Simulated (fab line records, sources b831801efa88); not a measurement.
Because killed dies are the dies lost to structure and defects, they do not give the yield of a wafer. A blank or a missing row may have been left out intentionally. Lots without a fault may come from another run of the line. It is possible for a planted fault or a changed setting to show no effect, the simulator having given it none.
Which of the tools did it?	flow sky130	12 lots, 36 wafers sampled, at 6 steps of a route of 708

== WHAT EACH GAUGE READ, for each wafer ==
SKY_LDD_N_TW_MEAS_17. Usual: LDD_N_TW typically reads 2583, with standard deviation 27.
lot	measured	on	LDD_N_TW	flag
L655	day 19 08:56	film metro-01	2524 2520 2527	
L656	day 19 13:30	film metro-02	2610 2608 2618	
L658	day 20 14:39	film metro-02	2589 2596 2599	
L660	day 21 07:43	film metro-02	2708 2706 2706	OFF
L661	day 21 07:35	film metro-01	2567 2569 2552	
L663	day 22 01:16	film metro-03	2707 2707 2709	OFF
L664	day 22 02:54	film metro-03	2705 2706 2705	OFF
L674	day 26 02:13	film metro-02	2615 2626 2605	
L673	day 26 03:08	film metro-01	2551 2565 2542	
L672	day 26 03:25	film metro-01	2550 2554 2560	
L675	day 26 09:22	film metro-01	2551 2542 2555	
L676	day 26 19:20	film metro-01	2551 2554 2558	

SKY_POLY_CUT_OVL_MEAS_09. Usual: POLY_CUT_OVL typically reads 1 nm, with standard deviation 6.5.
lot	measured	on	POLY_CUT_OVL (nm)	flag
L655	day 25 18:01	overlay-01	-6 -16 -5	
L656	day 26 00:37	overlay-01	3 5 1	
L658	day 26 23:40	overlay-02	5 5 10	
L660	day 27 15:16	overlay-02	2 -4 -6	
L661	day 27 16:59	overlay-01	2 -1 0	
L663	day 28 09:25	overlay-02	2 -1 0	
L664	day 28 10:40	overlay-02	1 6 0	
L674	day 32 04:28	overlay-01	1 -3 1	
L673	day 32 05:55	overlay-02	-9 -1 -11	
L672	day 32 06:52	overlay-01	0 2 2	
L675	day 32 11:17	overlay-01	9 7 8	
L676	day 32 20:35	overlay-01	7 -2 2	

SKY_METAL2_RS_MEAS_05: uses a four-point probe to measure. Usual: METAL2_ALCU_RS typically reads 0.1277 ohm/sq, with standard deviation 0.0017.
lot	measured	on	METAL2_ALCU_RS (ohm/sq)	flag
L655	day 35 10:50	film metro-04	0.1263 0.1286 0.1286	
L656	day 35 20:37	film metro-01	0.1272 0.1274 0.1279	
L658	day 36 15:51	film metro-01	0.1306 0.1276 0.1306	
L660	day 37 04:17	film metro-04	0.1281 0.1273 0.1278	
L661	day 37 06:46	film metro-02	0.1259 0.1256 0.1263	
L663	day 37 19:29	film metro-04	0.1275 0.1308 0.1269	
L664	day 37 22:25	film metro-04	0.1265 0.1235 0.1273	
L674	day 41 08:36	film metro-01	0.1290 0.1315 0.1300	
L673	day 41 09:49	film metro-04	0.1231 0.1250 0.1259	
L672	day 41 10:46	film metro-04	0.1285 0.1291 0.1294	
L675	day 41 15:44	film metro-01	0.1254 0.1245 0.1259	
L676	day 41 22:01	film metro-01	0.1256 0.1258 0.1242	

== TOOL THAT RAN EACH LOT (tool first, then ch and the chambers of the sampled wafers, then the start) ==
lot	SKY_LDD_N_IMPLANT_08	SKY_LDD_N_STRIP_16	SKY_METAL2_SPUTTER_03
L655	implanter-01 ch 0, day 19 07:38	plasma asher-03 ch 0,1, day 19 08:50	pvd sputter-04, day 35 10:46
L656	implanter-04 ch 0, day 19 12:12	plasma asher-01 ch 0,1, day 19 13:24	pvd sputter-04, day 35 20:34
L658	implanter-01 ch 0, day 20 13:21	plasma asher-04 ch 0,1, day 20 14:33	pvd sputter-01, day 36 15:47
L660	implanter-01 ch 0, day 21 06:07	plasma asher-01 ch 0,1, day 21 07:37	pvd sputter-02, day 37 04:11
L661	implanter-02 ch 0, day 21 06:17	plasma asher-04 ch 0,1, day 21 07:29	pvd sputter-02, day 37 06:41
L663	implanter-04 ch 0, day 21 23:25	plasma asher-04 ch 1, day 22 01:03	pvd sputter-01, day 37 19:23
L664	implanter-02 ch 0, day 22 01:17	plasma asher-01 ch 0,1, day 22 02:48	pvd sputter-04, day 37 22:22
L674	implanter-01 ch 0, day 26 00:55	plasma asher-03 ch 0,1, day 26 02:07	pvd sputter-01, day 41 08:32
L673	implanter-04 ch 0, day 26 01:51	plasma asher-04 ch 0, day 26 03:01	pvd sputter-02, day 41 09:44
L672	implanter-01 ch 0, day 26 02:07	plasma asher-01 ch 0,1, day 26 03:19	pvd sputter-02, day 41 10:43
L675	implanter-01 ch 0, day 26 08:07	plasma asher-03 ch 0,1, day 26 09:16	pvd sputter-04, day 41 15:36
L676	implanter-04 ch 0, day 26 18:02	plasma asher-03 ch 0,1, day 26 19:14	pvd sputter-01, day 41 21:56
- SKY_LDD_N_IMPLANT_08
- SKY_LDD_N_STRIP_16: strips in O2/N2.
- SKY_METAL2_SPUTTER_03: material Ti, target thk 5 nm, time 3.3 s.

== WHAT THE TOOLS THEMSELVES READ (means of the sampled wafers that have a number; where no wafer has one, the mark that the record gives instead) ==
SKY_LDD_N_STRIP_16. Usual: drypump motor current A 6.0 A, standard deviation 0.47; oes product au 0.407 a.u., standard deviation 0.0047; strip time to endpoint s 4.315 s, standard deviation 0.015.
lot	tool	drypump motor current A (A)	oes product au (a.u.)	strip time to endpoint s (s)	flag
L655	plasma asher-03	5.7	0.406	4.324	
L656	plasma asher-01	6.4	0.402	4.314	
L658	plasma asher-04	5.6	0.410	4.338	
L660	plasma asher-01	6.5	0.408	4.523	OFF
L661	plasma asher-04	5.6	0.403	4.304	
L663	plasma asher-04	5.6	0.407	4.541	OFF
L664	plasma asher-01	6.5	0.408	4.523	OFF
L674	plasma asher-03	6.0	0.409	4.312	
L673	plasma asher-04	5.5	0.411	4.335	
L672	plasma asher-01	6.5	0.407	4.331	
L675	plasma asher-03	5.7	0.406	4.333	
L676	plasma asher-03	6.0	0.401	4.309	

SKY_METAL2_SPUTTER_03. Usual: throttle valve pct 29.8 %, standard deviation 0.86.
lot	tool	throttle valve pct (%)	flag
L655	pvd sputter-04	30.5	
L656	pvd sputter-04	30.5	
L658	pvd sputter-01	29.4	
L660	pvd sputter-02	29.4	
L661	pvd sputter-02	29.7	
L663	pvd sputter-01	29.4	
L664	pvd sputter-04	29.9	
L674	pvd sputter-01	29.7	
L673	pvd sputter-02	30.1	
L672	pvd sputter-02	29.7	
L675	pvd sputter-04	29.2	
L676	pvd sputter-01	30.5	

== THE ANSWER, worked out from the rows above alone ==
Rule: a lot is off if the mean of its wafers that have a number lies more than 3 standard deviations from the usual mean. Also off: a lot with no number at a reading for which 4 or more lots have one. The other lots that the step has rows for count as sound. The gauges are gone through in route order, then the tools' own readings, and for those a lot's mean is taken as printed above. At the first step where some lot is off, the reading lying furthest off is the one used; lots without a number count as furthest.
Off: L660, L663, L664, seen at SKY_LDD_N_TW_MEAS_17 (LDD_N_TW).
A tool fits if, at a process step before that reading, it ran every lot that is off, and no sound lot after the first of them. Not tried: the gauges at SKY_LDD_N_TW_MEAS_17; whatever is off there is also off at SKY_LDD_N_STRIP_16, on other tools, and gauge error can't account for it. Of those tried, none fits.

== WHAT WAS PUT IN BY THE SIMULATOR ==
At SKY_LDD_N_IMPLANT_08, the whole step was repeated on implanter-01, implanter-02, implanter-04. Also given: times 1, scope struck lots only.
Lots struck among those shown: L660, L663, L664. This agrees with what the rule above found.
